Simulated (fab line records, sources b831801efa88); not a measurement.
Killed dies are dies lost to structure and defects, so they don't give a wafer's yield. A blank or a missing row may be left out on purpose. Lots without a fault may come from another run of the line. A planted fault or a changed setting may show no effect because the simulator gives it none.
fab line records | flow gf180mcu
record lots=5 wafers=15 last_day=34
route steps=602 shown DNWELL@41 NWELL@42 LVPWELL@54 MVSD@66 MVPSD@78
lots that met no fault: from a run of the same line without faults
start_h: hours from the record's first day to the start of the lot's first wafer shown | wait_h: hours since the lot's step before | " the same as in the row above | L1.1+2: a row that stands for several wafers | - no value, or no start given | * or withheld: withheld | < > ~ a bound
route shown NAME@n: a module of which the file shows steps, and the number in the route of the first | usual: mean/standard deviation of fault-free wafers | same: alike in all rows | chamber/n: place in a boat | sites: the reading at each site | _std_site: their standard deviation | _edge_site: outer sites' mean less inner sites' | radius_mm: how far each site lies from the wafer's centre | mask NAME#n: copy n | behind: the tool/chamber that last shaped the wafer | hold: why the lot was held/for how many hours/how that ended | device: the transistor (n, p or np) that didn't switch | end of line: the same wafers' tests at the end of the route | a step without rows: its recipe alone | killed: dies lost to structure and defects at the first sort, not the wafer's yield | map: a wafer's dies, x killed, . not, _ none there
set.NAME: the setting as run; set.NAME@STEP: as run at that earlier step | model.NAME: the simulator's own value behind a step, which no gauge read
lots at some steps of the route; a table a step, a row a wafer
services: from which hour (start_h, from the record's first day; less than 0 if before it) a tool's chamber was out of use, for how many hours, and why
## steps
# step GF_DNWELL_TW_MEAS_09
# usual DNWELL_TW=1345/12
# columns lot.wafer tool chamber start_h wait_h DNWELL_TW
L074.1 film_metro-01 - 43.40 0.1 1349
L074.4 " - " " 1341
L074.5 " - " " 1336
L076.1 film_metro-03 - 55.21 0.1 1337
L076.2 " - " " 1333
L076.3 " - " " 1336
L084.2 film_metro-03 - 96.66 0.1 1352
L084.3 " - " " 1346
L084.6 " - " " 1353
L090.1 film_metro-01 - 128.16 0.1 1332
L090.2 " - " " 1325
L090.3 " - " " 1324
L096.4 film_metro-02 - 159.06 0.1 1358
L096.5 " - " " 1358
L096.6 " - " " 1359
# step GF_NWELL_DEHYDRATE_00
# recipe temp_c=200 time_s=60
# usual plate_temp_C=199.95/0.17
# columns lot.wafer tool chamber start_h wait_h plate_temp_C
L074.1 litho_track-04 0 48.78 5.4 199.97
L074.4 " 0 " " 199.82
L074.5 " 0 " " 200.04
L076.1 litho_track-01 0 61.41 6.2 199.99
L076.2 " 0 " " 199.96
L076.3 " 0 " " 199.84
L084.2 litho_track-01 0 102.99 6.3 199.96
L084.3 " 0 " " 199.94
L084.6 " 0 " " 199.70
L090.1 litho_track-03 0 135.66 7.5 200.00
L090.2 " 0 " " 200.21
L090.3 " 0 " " 199.96
L096.4 litho_track-01 0 166.19 7.1 199.92
L096.5 " 0 " " 199.71
L096.6 " 0 " " 199.69
# step GF_NWELL_HMDS_01
# recipe prime_time_s=60 prime_temp_c=120
# columns lot.wafer tool chamber start_h wait_h
L074.1+4+5 litho_track-04 0 48.93 0.1
L076.1+2+3 litho_track-01 0 61.56 0.1
L084.2+3+6 litho_track-01 0 103.14 0.1
L090.1+2+3 litho_track-03 0 135.81 0.1
L096.4+5+6 litho_track-01 0 166.34 0.1
# step GF_NWELL_COAT_02
# recipe spin_rpm=2000 resist_thk_nm=3000
# columns lot.wafer tool chamber start_h wait_h
L074.1+4+5 litho_track-04 0 49.08 0.1
L076.1+2+3 litho_track-01 0 61.71 0.1
L084.2+3+6 litho_track-01 0 103.29 0.1
L090.1+2+3 litho_track-03 0 135.96 0.1
L096.4+5+6 litho_track-01 0 166.49 0.1
# step GF_NWELL_SOFTBAKE_03
# recipe temp_c=110 time_s=withheld
# usual plate_temp_C=109.98/0.13
# columns lot.wafer tool chamber start_h wait_h plate_temp_C
L074.1 litho_track-04 0 49.23 0.1 109.85
L074.4 " 0 " " 110.09
L074.5 " 0 " " 109.96
L076.1 litho_track-01 0 61.86 0.1 110.05
L076.2 " 0 " " 110.16
L076.3 " 0 " " 109.99
L084.2 litho_track-01 0 103.45 0.1 109.79
L084.3 " 0 " " 110.17
L084.6 " 0 " " 110.11
L090.1 litho_track-03 0 136.11 0.1 110.07
L090.2 " 0 " " 109.92
L090.3 " 0 " " 110.15
L096.4 litho_track-01 0 166.66 0.1 109.91
L096.5 " 0 " " 109.83
L096.6 " 0 " " 109.99
# step GF_NWELL_EXPOSE_04
# recipe mask_id=Nwell target_cd_nm=860 na=0.6 source_shape=conventional sigma_outer=0.6 dose_mj=260
# same sigma_outer=0.6
# columns lot.wafer tool chamber start_h wait_h mask
L074.1+4+5 iline_stepper-02 0 - - Nwell#0
L076.1+2+3 iline_stepper-02 0 - - Nwell#0
L084.2+3+6 iline_stepper-02 0 - - Nwell#0
L090.1+2+3 iline_stepper-02 0 - - Nwell#0
L096.4+5+6 iline_stepper-02 0 - - Nwell#0
# step GF_NWELL_PEB_05
# recipe temp_c=115 time_s=withheld
# usual plate_temp_C=114.98/0.11
# columns lot.wafer tool chamber start_h wait_h plate_temp_C
L074.1 litho_track-03 0 - - 114.78
L074.4 " 0 " " 114.98
L074.5 " 0 " " 115.06
L076.1 litho_track-04 0 - - 114.93
L076.2 " 0 " " 114.93
L076.3 " 0 " " 115.00
L084.2 litho_track-03 0 - - 115.15
L084.3 " 0 " " 114.88
L084.6 " 0 " " 115.17
L090.1 litho_track-03 0 - - 114.96
L090.2 " 0 " " 114.87
L090.3 " 0 " " 114.88
L096.4 litho_track-03 0 - - 115.02
L096.5 " 0 " " 115.00
L096.6 " 0 " " 115.03
# step GF_NWELL_DEVELOP_06
# recipe wall_angle_deg=90 develop_time_s=60 dev_temp_c=23
# columns lot.wafer tool chamber start_h wait_h
L074.1+4+5 litho_track-03 0 - -
L076.1+2+3 litho_track-04 0 - -
L084.2+3+6 litho_track-03 0 - -
L090.1+2+3 litho_track-03 0 - -
L096.4+5+6 litho_track-03 0 - -
# step GF_NWELL_OVL_MEAS_07
# usual NWELL_OVL=0.8/1.3
# columns lot.wafer tool chamber start_h wait_h NWELL_OVL[nm]
L074.1 overlay-01 - 55.86 - 0.7
L074.4 " - " " 0.7
L074.5 " - " " -0.1
L076.1 overlay-02 - 68.18 - 4.6
L076.2 " - " " 4.1
L076.3 " - " " 2.6
L084.2 overlay-01 - 111.36 - 1.6
L084.3 " - " " 0.9
L084.6 " - " " 1.3
L090.1 overlay-02 - 144.41 - 0.5
L090.2 " - " " 0.8
L090.3 " - " " 0.9
L096.4 overlay-01 - 175.22 - 2.2
L096.5 " - " " 1.7
L096.6 " - " " 1.6
# step GF_NWELL_IMPLANT_08
# recipe species=P energy_kev=450 dose_cm2=1.5e+13 tilt_deg=0
# usual beam_energy_keV=449.99/0.14 tilt_deg=0.005/0.02
# columns lot.wafer tool chamber start_h wait_h beam_energy_keV tilt_deg
L074.1 implanter-04 0 55.89 0.0 449.89 0.029
L074.4 " 0 " " 449.80 0.016
L074.5 " 0 " " 449.73 -0.004
L076.1 implanter-04 0 68.22 0.0 449.68 -0.016
L076.2 " 0 " " 449.82 -0.007
L076.3 " 0 " " 449.76 0.014
L084.2 implanter-03 0 111.42 0.0 450.07 0.008
L084.3 " 0 " " 450.19 0.002
L084.6 " 0 " " 449.93 0.024
L090.1 implanter-01 0 144.44 0.0 450.05 0.040
L090.2 " 0 " " 450.08 0.022
L090.3 " 0 " " 450.19 0.001
L096.4 implanter-03 0 175.32 0.1 449.77 -0.032
L096.5 " 0 " " 450.19 0.016
L096.6 " 0 " " 449.93 -0.011
# step GF_NWELL_IMPLANT_09
# recipe species=P energy_kev=160 dose_cm2=4e+12 tilt_deg=0
# usual beam_energy_keV=160.01/0.051 tilt_deg=0.001/0.022
# columns lot.wafer tool chamber start_h wait_h beam_energy_keV tilt_deg
L074.1 implanter-04 0 56.04 0.1 160.02 -0.002
L074.4 " 0 " " 160.02 -0.003
L074.5 " 0 " " 159.94 0.016
L076.1 implanter-04 0 68.37 0.1 160.03 -0.024
L076.2 " 0 " " 159.99 -0.027
L076.3 " 0 " " 160.05 -0.014
L084.2 implanter-03 0 111.57 0.1 160.00 0.017
L084.3 " 0 " " 159.98 0.013
L084.6 " 0 " " 159.87 0.035
L090.1 implanter-01 0 144.59 0.1 160.04 -0.005
L090.2 " 0 " " 160.03 0.016
L090.3 " 0 " " 160.03 -0.014
L096.4 implanter-03 0 175.47 0.1 160.00 -0.052
L096.5 " 0 " " 159.91 -0.016
L096.6 " 0 " " 160.00 -0.016
# step GF_NWELL_STRIP_10
# recipe chemistry=O2/N2 power_w=1400 pressure_mtorr=1500 platen_temp_c=250 o2_flow_sccm=3000 n2_flow_sccm=300 overash_fraction=0.5
# usual drypump_motor_current_A=6.1/0.55 heater_power_w=337/24 oes_product_au=0.723/0.0042 strip_time_to_endpoint_s=36.97/0.11
# columns lot.wafer tool chamber start_h wait_h drypump_motor_current_A heater_power_w oes_product_au rf_hours_counter_h strip_time_to_endpoint_s
L074.1 plasma_asher-03 0 56.19 0.1 6.7 357 0.725 40 36.83
L074.4 " 1 " " 6.0 318 0.730 - 37.02
L074.5 " 1 " " 6.0 306 0.720 - 36.90
L076.1 plasma_asher-03 0 68.52 0.1 6.6 344 0.723 41 37.00
L076.2 " 1 " " 6.0 302 0.719 41 36.98
L076.3 " 0 " " 6.6 360 0.723 - 37.04
L084.2 plasma_asher-02 1 111.69 0.1 6.2 351 0.722 44 36.91
L084.3 " 1 " " 6.2 356 0.723 - 37.06
L084.6 " 0 " " 5.6 318 0.726 - 37.08
L090.1 plasma_asher-02 1 144.74 0.1 6.2 355 0.720 47 36.82
L090.2 " 0 " " 5.6 310 0.724 47 36.96
L090.3 " 1 " " 6.2 366 0.726 - 37.00
L096.4 plasma_asher-04 1 175.57 0.1 4.7 368 0.725 - 37.20
L096.5 " 0 " " 6.7 337 0.717 - 37.15
L096.6 " 1 " " 4.7 357 0.716 - 37.17
# step GF_NWELL_TW_MEAS_11
# usual NWELL_TW=1574/13
# columns lot.wafer tool chamber start_h wait_h NWELL_TW
L074.1 film_metro-04 - 56.29 0.1 1576
L074.4 " - " " 1578
L074.5 " - " " 1577
L076.1 film_metro-01 - 68.62 0.1 1561
L076.2 " - " " 1553
L076.3 " - " " 1564
L084.2 film_metro-01 - 111.80 0.1 1567
L084.3 " - " " 1580
L084.6 " - " " 1565
L090.1 film_metro-04 - 144.84 0.1 1582
L090.2 " - " " 1589
L090.3 " - " " 1589
L096.4 film_metro-01 - 175.67 0.1 1548
L096.5 " - " " 1557
L096.6 " - " " 1562
# step GF_LVPWELL_DEHYDRATE_00
# recipe temp_c=200 time_s=60
# usual plate_temp_C=199.99/0.16
# columns lot.wafer tool chamber start_h wait_h plate_temp_C
L074.1 litho_track-02 0 62.60 6.3 200.16
L074.4 " 0 " " 199.96
L074.5 " 0 " " 199.95
L076.1 litho_track-02 0 74.60 6.0 200.26
L076.2 " 0 " " 200.13
L076.3 " 0 " " 199.87
L084.2 litho_track-02 0 118.43 6.6 200.03
L084.3 " 0 " " 199.99
L084.6 " 0 " " 200.14
L090.1 litho_track-02 0 152.20 7.3 200.03
L090.2 " 0 " " 199.91
L090.3 " 0 " " 199.91
L096.4 litho_track-02 0 183.52 7.8 199.90
L096.5 " 0 " " 199.84
L096.6 " 0 " " 200.12
# step GF_LVPWELL_HMDS_01
# recipe prime_time_s=60 prime_temp_c=120
# columns lot.wafer tool chamber start_h wait_h
L074.1+4+5 litho_track-02 0 62.75 0.1
L076.1+2+3 litho_track-02 0 74.75 0.1
L084.2+3+6 litho_track-02 0 118.58 0.1
L090.1+2+3 litho_track-02 0 152.35 0.1
L096.4+5+6 litho_track-02 0 183.67 0.1
# step GF_LVPWELL_COAT_02
# recipe spin_rpm=2000 resist_thk_nm=3000
# columns lot.wafer tool chamber start_h wait_h
L074.1+4+5 litho_track-02 0 62.90 0.1
L076.1+2+3 litho_track-02 0 74.90 0.1
L084.2+3+6 litho_track-02 0 118.73 0.1
L090.1+2+3 litho_track-02 0 152.50 0.1
L096.4+5+6 litho_track-02 0 183.82 0.1
# step GF_LVPWELL_SOFTBAKE_03
# recipe temp_c=110 time_s=withheld
# usual plate_temp_C=109.96/0.14
# columns lot.wafer tool chamber start_h wait_h plate_temp_C
L074.1 litho_track-02 0 63.05 0.1 110.14
L074.4 " 0 " " 110.04
L074.5 " 0 " " 109.97
L076.1 litho_track-02 0 75.05 0.1 109.90
L076.2 " 0 " " 109.97
L076.3 " 0 " " 109.75
L084.2 litho_track-02 0 118.88 0.1 110.29
L084.3 " 0 " " 110.14
L084.6 " 0 " " 109.98
L090.1 litho_track-02 0 152.65 0.1 109.98
L090.2 " 0 " " 110.00
L090.3 " 0 " " 109.86
L096.4 litho_track-02 0 184.00 0.1 109.97
L096.5 " 0 " " 109.93
L096.6 " 0 " " 110.34
# step GF_LVPWELL_EXPOSE_04
# recipe mask_id=LVPWELL target_cd_nm=600 na=0.6 source_shape=conventional sigma_outer=0.6 dose_mj=260
# same sigma_outer=0.6
# columns lot.wafer tool chamber start_h wait_h mask
L074.1+4+5 iline_stepper-01 0 - - LVPWELL#0
L076.1+2+3 iline_stepper-01 0 - - LVPWELL#0
L084.2+3+6 iline_stepper-02 0 - - LVPWELL#0
L090.1+2+3 iline_stepper-02 0 - - LVPWELL#0
L096.4+5+6 iline_stepper-02 0 - - LVPWELL#0
# step GF_LVPWELL_PEB_05
# recipe temp_c=115 time_s=withheld
# usual plate_temp_C=114.98/0.12
# columns lot.wafer tool chamber start_h wait_h plate_temp_C
L074.1 litho_track-03 0 - - 115.05
L074.4 " 0 " " 115.02
L074.5 " 0 " " 115.09
L076.1 litho_track-02 0 - - 115.01
L076.2 " 0 " " 114.97
L076.3 " 0 " " 115.08
L084.2 litho_track-03 0 - - 114.92
L084.3 " 0 " " 115.07
L084.6 " 0 " " 114.97
L090.1 litho_track-03 0 - - 115.03
L090.2 " 0 " " 115.11
L090.3 " 0 " " 115.03
L096.4 litho_track-04 0 - - 114.93
L096.5 " 0 " " 114.99
L096.6 " 0 " " 115.07
# step GF_LVPWELL_DEVELOP_06
# recipe wall_angle_deg=90 develop_time_s=60 dev_temp_c=23
# columns lot.wafer tool chamber start_h wait_h
L074.1+4+5 litho_track-03 0 - -
L076.1+2+3 litho_track-02 0 - -
L084.2+3+6 litho_track-03 0 - -
L090.1+2+3 litho_track-03 0 - -
L096.4+5+6 litho_track-04 0 - -
# step GF_LVPWELL_OVL_MEAS_07
# usual LVPWELL_OVL=-0.7/1.5
# columns lot.wafer tool chamber start_h wait_h LVPWELL_OVL[nm]
L074.1 overlay-02 - 68.76 - -0.4
L074.4 " - " " -0.8
L074.5 " - " " -0.1
L076.1 overlay-02 - 81.60 - 1.2
L076.2 " - " " 1.4
L076.3 " - " " 2.1
L084.2 overlay-02 - 126.66 - -2.2
L084.3 " - " " -1.6
L084.6 " - " " -1.4
L090.1 overlay-01 - 160.61 - -3.0
L090.2 " - " " -1.1
L090.3 " - " " -2.5
L096.4 overlay-01 - 192.05 - -2.8
L096.5 " - " " -1.2
L096.6 " - " " -1.8
# step GF_LVPWELL_IMPLANT_08
# recipe species=B energy_kev=170 dose_cm2=1.5e+13 tilt_deg=0
# usual beam_energy_keV=170.01/0.049 tilt_deg=0.000/0.02
# columns lot.wafer tool chamber start_h wait_h beam_energy_keV tilt_deg
L074.1 implanter-02 0 68.79 0.0 170.01 -0.007
L074.4 " 0 " " 169.96 0.006
L074.5 " 0 " " 169.99 -0.005
L076.1 implanter-02 0 81.64 0.0 169.98 -0.029
L076.2 " 0 " " 170.01 0.028
L076.3 " 0 " " 170.03 -0.014
L084.2 implanter-04 0 126.72 0.0 170.01 -0.013
L084.3 " 0 " " 169.98 -0.012
L084.6 " 0 " " 170.00 -0.003
L090.1 implanter-02 0 160.64 0.0 169.97 -0.010
L090.2 " 0 " " 170.00 -0.014
L090.3 " 0 " " 170.01 -0.028
L096.4 implanter-02 0 192.14 0.1 170.05 -0.017
L096.5 " 0 " " 170.09 -0.013
L096.6 " 0 " " 170.05 -0.019
# step GF_LVPWELL_IMPLANT_09
# recipe species=B energy_kev=60 dose_cm2=5e+12 tilt_deg=0
# usual beam_energy_keV=59.998/0.016 tilt_deg=-0.005/0.019
# columns lot.wafer tool chamber start_h wait_h beam_energy_keV tilt_deg
L074.1 implanter-02 0 68.94 0.1 60.010 -0.011
L074.4 " 0 " " 59.993 -0.046
L074.5 " 0 " " 59.988 -0.020
L076.1 implanter-02 0 81.79 0.1 59.984 -0.028
L076.2 " 0 " " 59.984 -0.023
L076.3 " 0 " " 60.002 -0.016
L084.2 implanter-04 0 126.87 0.1 59.984 -0.024
L084.3 " 0 " " 60.024 -0.013
L084.6 " 0 " " 59.987 0.007
L090.1 implanter-02 0 160.79 0.1 59.987 0.025
L090.2 " 0 " " 59.993 -0.018
L090.3 " 0 " " 60.007 0.002
L096.4 implanter-02 0 192.29 0.1 60.024 -0.005
L096.5 " 0 " " 60.022 -0.025
L096.6 " 0 " " 60.018 -0.031
# step GF_LVPWELL_STRIP_10
# recipe chemistry=O2/N2 power_w=1400 pressure_mtorr=1500 platen_temp_c=250 o2_flow_sccm=3000 n2_flow_sccm=300 overash_fraction=0.5
# usual drypump_motor_current_A=6.0/0.36 heater_power_w=328/24 oes_product_au=0.722/0.0048 strip_time_to_endpoint_s=36.99/0.094
# columns lot.wafer tool chamber start_h wait_h drypump_motor_current_A heater_power_w oes_product_au rf_hours_counter_h strip_time_to_endpoint_s
L074.1 plasma_asher-03 1 69.09 0.1 6.0 305 0.718 41 37.00
L074.4 " 1 " " 5.9 305 0.727 - 37.02
L074.5 " 0 " " 6.6 354 0.717 - 37.01
L076.1 plasma_asher-02 1 81.94 0.1 6.2 347 0.717 41 37.02
L076.2 " 0 " " 5.6 315 0.717 41 37.05
L076.3 " 0 " " 5.6 319 0.723 - 37.05
L084.2 plasma_asher-01 1 126.99 0.1 5.8 310 0.731 33 37.04
L084.3 " 1 " " 5.8 318 0.728 - 37.02
L084.6 " 1 " " 5.8 319 0.727 - 36.99
L090.1 plasma_asher-02 1 160.94 0.1 6.2 348 0.722 48 37.04
L090.2 " 0 " " 5.6 318 0.720 48 37.15
L090.3 " 1 " " 6.2 351 0.718 - 37.10
L096.4 plasma_asher-02 0 192.40 0.1 5.6 308 0.725 - 36.95
L096.5 " 0 " " 5.6 319 0.717 - 36.98
L096.6 " 1 " " 6.2 341 0.727 - 37.08
# step GF_LVPWELL_TW_MEAS_11
# usual LVPWELL_TW=559/5.3
# columns lot.wafer tool chamber start_h wait_h LVPWELL_TW
L074.1 film_metro-03 - 69.19 0.1 558
L074.4 " - " " 561
L074.5 " - " " 559
L076.1 film_metro-01 - 82.04 0.1 557
L076.2 " - " " 551
L076.3 " - " " 554
L084.2 film_metro-03 - 127.10 0.1 563
L084.3 " - " " 561
L084.6 " - " " 566
L090.1 film_metro-03 - 161.06 0.1 558
L090.2 " - " " 561
L090.3 " - " " 562
L096.4 film_metro-04 - 192.49 0.1 561
L096.5 " - " " 560
L096.6 " - " " 562
# step GF_MVSD_DEHYDRATE_00
# recipe temp_c=200 time_s=60
# usual plate_temp_C=200.02/0.17
# columns lot.wafer tool chamber start_h wait_h plate_temp_C
L074.1 litho_track-02 0 75.25 6.0 200.16
L074.4 " 0 " " 199.80
L074.5 " 0 " " 200.01
L076.1 litho_track-03 0 88.16 6.1 199.85
L076.2 " 0 " " 199.75
L076.3 " 0 " " 199.86
L084.2 litho_track-01 0 134.19 7.1 199.73
L084.3 " 0 " " 199.98
L084.6 " 0 " " 199.73
L090.1 litho_track-01 0 168.46 7.4 200.26
L090.2 " 0 " " 199.98
L090.3 " 0 " " 199.87
L096.4 litho_track-01 0 200.34 7.8 200.03
L096.5 " 0 " " 200.37
L096.6 " 0 " " 200.45
# step GF_MVSD_HMDS_01
# recipe prime_time_s=60 prime_temp_c=120
# columns lot.wafer tool chamber start_h wait_h
L074.1+4+5 litho_track-02 0 75.40 0.1
L076.1+2+3 litho_track-03 0 88.31 0.1
L084.2+3+6 litho_track-01 0 134.34 0.1
L090.1+2+3 litho_track-01 0 168.61 0.1
L096.4+5+6 litho_track-01 0 200.49 0.1
# step GF_MVSD_COAT_02
# recipe spin_rpm=2000 resist_thk_nm=3000
# columns lot.wafer tool chamber start_h wait_h
L074.1+4+5 litho_track-02 0 75.55 0.1
L076.1+2+3 litho_track-03 0 88.46 0.1
L084.2+3+6 litho_track-01 0 134.49 0.1
L090.1+2+3 litho_track-01 0 168.76 0.1
L096.4+5+6 litho_track-01 0 200.64 0.1
# step GF_MVSD_SOFTBAKE_03
# recipe temp_c=110 time_s=withheld
# usual plate_temp_C=109.99/0.12
# columns lot.wafer tool chamber start_h wait_h plate_temp_C
L074.1 litho_track-02 0 75.70 0.1 109.88
L074.4 " 0 " " 109.86
L074.5 " 0 " " 109.87
L076.1 litho_track-03 0 88.61 0.1 109.92
L076.2 " 0 " " 110.00
L076.3 " 0 " " 109.86
L084.2 litho_track-01 0 134.64 0.1 109.86
L084.3 " 0 " " 109.89
L084.6 " 0 " " 109.94
L090.1 litho_track-01 0 168.91 0.1 110.09
L090.2 " 0 " " 110.13
L090.3 " 0 " " 110.03
L096.4 litho_track-01 0 200.81 0.1 110.03
L096.5 " 0 " " 110.11
L096.6 " 0 " " 110.16
# step GF_MVSD_EXPOSE_04
# recipe mask_id=MVSD target_cd_nm=1000 na=0.6 source_shape=conventional sigma_outer=0.6 dose_mj=260
# same sigma_outer=0.6
# columns lot.wafer tool chamber start_h wait_h mask
L074.1+4+5 iline_stepper-01 0 - - MVSD#0
L076.1+2+3 iline_stepper-01 0 - - MVSD#0
L084.2+3+6 iline_stepper-02 0 - - MVSD#0
L090.1+2+3 iline_stepper-01 0 - - MVSD#0
L096.4+5+6 iline_stepper-02 0 - - MVSD#0
# step GF_MVSD_PEB_05
# recipe temp_c=115 time_s=withheld
# usual plate_temp_C=115.00/0.12
# columns lot.wafer tool chamber start_h wait_h plate_temp_C
L074.1 litho_track-03 0 - - 114.91
L074.4 " 0 " " 114.79
L074.5 " 0 " " 114.77
L076.1 litho_track-02 0 - - 114.79
L076.2 " 0 " " 114.99
L076.3 " 0 " " 114.91
L084.2 litho_track-02 0 - - 114.72
L084.3 " 0 " " 114.92
L084.6 " 0 " " 115.07
L090.1 litho_track-02 0 - - 115.10
L090.2 " 0 " " 114.97
L090.3 " 0 " " 115.13
L096.4 litho_track-01 0 - - 115.08
L096.5 " 0 " " 115.06
L096.6 " 0 " " 114.98
# step GF_MVSD_DEVELOP_06
# recipe wall_angle_deg=90 develop_time_s=60 dev_temp_c=23
# columns lot.wafer tool chamber start_h wait_h
L074.1+4+5 litho_track-03 0 - -
L076.1+2+3 litho_track-02 0 - -
L084.2+3+6 litho_track-02 0 - -
L090.1+2+3 litho_track-02 0 - -
L096.4+5+6 litho_track-01 0 - -
# step GF_MVSD_OVL_MEAS_07
# usual MVSD_OVL=0.7/1.3
# columns lot.wafer tool chamber start_h wait_h MVSD_OVL[nm]
L074.1 overlay-01 - 82.16 - 0.9
L074.4 " - " " -0.1
L074.5 " - " " 1.2
L076.1 overlay-01 - 95.45 - -1.1
L076.2 " - " " 0.2
L076.3 " - " " -1.8
L084.2 overlay-01 - 142.46 - 0.5
L084.3 " - " " -0.3
L084.6 " - " " 0.9
L090.1 overlay-01 - 177.55 - 0.9
L090.2 " - " " 0.7
L090.3 " - " " -0.2
L096.4 overlay-02 - 208.93 - 2.7
L096.5 " - " " 0.6
L096.6 " - " " 1.0
# step GF_MVSD_IMPLANT_08
# recipe species=P energy_kev=396.9 dose_cm2=1.6e+13 tilt_deg=0
# usual beam_energy_keV=396.90/0.12 tilt_deg=0.001/0.017
# columns lot.wafer tool chamber start_h wait_h beam_energy_keV tilt_deg
L074.1 implanter-04 0 82.19 0.0 396.87 0.022
L074.4 " 0 " " 397.09 -0.023
L074.5 " 0 " " 397.10 -0.008
L076.1 implanter-03 0 95.49 0.0 397.00 0.015
L076.2 " 0 " " 396.84 0.012
L076.3 " 0 " " 396.87 -0.004
L084.2 implanter-02 0 142.51 0.0 396.90 0.001
L084.3 " 0 " " 396.83 -0.004
L084.6 " 0 " " 396.79 0.016
L090.1 implanter-03 0 177.59 0.0 396.67 -0.017
L090.2 " 0 " " 396.84 -0.008
L090.3 " 0 " " 397.23 -0.004
L096.4 implanter-02 0 209.02 0.1 397.09 -0.035
L096.5 " 0 " " 397.01 0.010
L096.6 " 0 " " 396.96 0.014
# step GF_MVSD_IMPLANT_09
# recipe species=P energy_kev=100 dose_cm2=5e+12 tilt_deg=0
# usual beam_energy_keV=100.00/0.029 tilt_deg=0.000/0.02
# columns lot.wafer tool chamber start_h wait_h beam_energy_keV tilt_deg
L074.1 implanter-04 0 82.34 0.1 100.01 -0.010
L074.4 " 0 " " 100.00 -0.020
L074.5 " 0 " " 99.990 -0.019
L076.1 implanter-03 0 95.64 0.1 100.03 0.003
L076.2 " 0 " " 100.03 -0.021
L076.3 " 0 " " 100.01 -0.021
L084.2 implanter-02 0 142.66 0.1 99.980 0.010
L084.3 " 0 " " 100.02 0.016
L084.6 " 0 " " 99.983 0.009
L090.1 implanter-03 0 177.74 0.1 99.993 0.007
L090.2 " 0 " " 100.09 0.005
L090.3 " 0 " " 99.982 0.021
L096.4 implanter-02 0 209.17 0.1 99.985 0.002
L096.5 " 0 " " 100.03 -0.004
L096.6 " 0 " " 100.04 -0.034
# step GF_MVSD_STRIP_10
# recipe chemistry=O2/N2 power_w=1400 pressure_mtorr=1500 platen_temp_c=250 o2_flow_sccm=3000 n2_flow_sccm=300 overash_fraction=0.5
# usual drypump_motor_current_A=5.8/0.53 heater_power_w=327/26 oes_product_au=0.723/0.0052 strip_time_to_endpoint_s=36.97/0.12
# columns lot.wafer tool chamber start_h wait_h drypump_motor_current_A heater_power_w oes_product_au rf_hours_counter_h strip_time_to_endpoint_s
L074.1 plasma_asher-04 1 82.49 0.1 4.8 386 0.725 44 36.89
L074.4 " 1 " " 4.7 391 0.731 - 36.87
L074.5 " 1 " " 4.7 380 0.721 - 36.86
L076.1 plasma_asher-04 0 95.79 0.1 6.7 317 0.718 45 37.07
L076.2 " 1 " " 4.7 376 0.726 45 37.04
L076.3 " 1 " " 4.7 373 0.721 - 37.03
L084.2 plasma_asher-01 1 142.79 0.1 5.8 312 0.726 35 36.85
L084.3 " 0 " " 5.6 300 0.715 - 37.03
L084.6 " 1 " " 5.8 322 0.730 - 37.03
L090.1 plasma_asher-01 0 177.89 0.1 5.6 290 0.717 38 37.01
L090.2 " 1 " " 5.8 318 0.720 38 36.93
L090.3 " 0 " " 5.6 299 0.720 - 37.00
L096.4 plasma_asher-02 0 209.28 0.1 5.6 318 0.710 - 36.98
L096.5 " 1 " " 6.2 350 0.718 - 37.03
L096.6 " 0 " " 5.6 322 0.721 - 37.00
# step GF_MVSD_TW_MEAS_11
# usual MVSD_TW=1577/15
# columns lot.wafer tool chamber start_h wait_h MVSD_TW
L074.1 film_metro-03 - 82.59 0.1 1593
L074.4 " - " " 1592
L074.5 " - " " 1587
L076.1 film_metro-01 - 95.89 0.1 1571
L076.2 " - " " 1570
L076.3 " - " " 1576
L084.2 film_metro-03 - 142.90 0.1 1593
L084.3 " - " " 1593
L084.6 " - " " 1588
L090.1 film_metro-01 - 177.99 0.1 1565
L090.2 " - " " 1562
L090.3 " - " " 1559
L096.4 film_metro-03 - 209.38 0.1 1593
L096.5 " - " " 1591
L096.6 " - " " 1588
# step GF_MVPSD_DEHYDRATE_00
# recipe temp_c=200 time_s=60
# usual plate_temp_C=199.98/0.13
# columns lot.wafer tool chamber start_h wait_h plate_temp_C
L074.1 litho_track-04 0 89.18 6.6 200.07
L074.4 " 0 " " 199.84
L074.5 " 0 " " 200.10
L076.1 litho_track-02 0 102.00 6.1 199.88
L076.2 " 0 " " 199.97
L076.3 " 0 " " 199.79
L084.2 litho_track-01 0 149.84 6.9 200.21
L084.3 " 0 " " 200.12
L084.6 " 0 " " 200.08
L090.1 litho_track-01 0 185.51 7.5 199.97
L090.2 " 0 " " 200.10
L090.3 " 0 " " 199.82
L096.4 litho_track-01 0 217.63 8.2 199.91
L096.5 " 0 " " 199.83
L096.6 " 0 " " 200.00
# step GF_MVPSD_HMDS_01
# recipe prime_time_s=60 prime_temp_c=120
# columns lot.wafer tool chamber start_h wait_h
L074.1+4+5 litho_track-04 0 89.33 0.1
L076.1+2+3 litho_track-02 0 102.15 0.1
L084.2+3+6 litho_track-01 0 149.99 0.1
L090.1+2+3 litho_track-01 0 185.66 0.1
L096.4+5+6 litho_track-01 0 217.78 0.1
# step GF_MVPSD_COAT_02
# recipe spin_rpm=2000 resist_thk_nm=3000
# columns lot.wafer tool chamber start_h wait_h
L074.1+4+5 litho_track-04 0 89.48 0.1
L076.1+2+3 litho_track-02 0 102.30 0.1
L084.2+3+6 litho_track-01 0 150.14 0.1
L090.1+2+3 litho_track-01 0 185.81 0.1
L096.4+5+6 litho_track-01 0 217.93 0.1
## services
# columns tool chamber start_h hours kind
plasma_asher-04 - 73.45 4.0 repair
implanter-01 - 98.03 7.6 pm
implanter-03 - 102.13 1.4 repair
plasma_asher-04 - 108.75 9.0 pm
plasma_asher-04 0 108.75 9.0 vent_cycle
plasma_asher-04 1 108.75 9.0 vent_cycle
iline_stepper-01 - 109.00 14.9 repair
implanter-02 - 113.73 2.5 repair
plasma_asher-04 0 117.75 - clean
plasma_asher-04 1 117.75 - clean
implanter-03 - 124.15 3.2 pm
iline_stepper-02 - 125.18 1.7 pm
plasma_asher-02 - 129.00 3.3 repair
implanter-01 - 132.11 1.2 repair
iline_stepper-01 - 136.21 6.0 repair
implanter-04 - 142.93 6.6 repair
implanter-01 - 172.00 0.6 repair
iline_stepper-02 - 177.42 2.9 repair
iline_stepper-02 - 185.17 2.1 pm
iline_stepper-02 - 187.25 - consumable_replace:lamp
plasma_asher-04 - 209.91 45.2 pm
## key
fault none
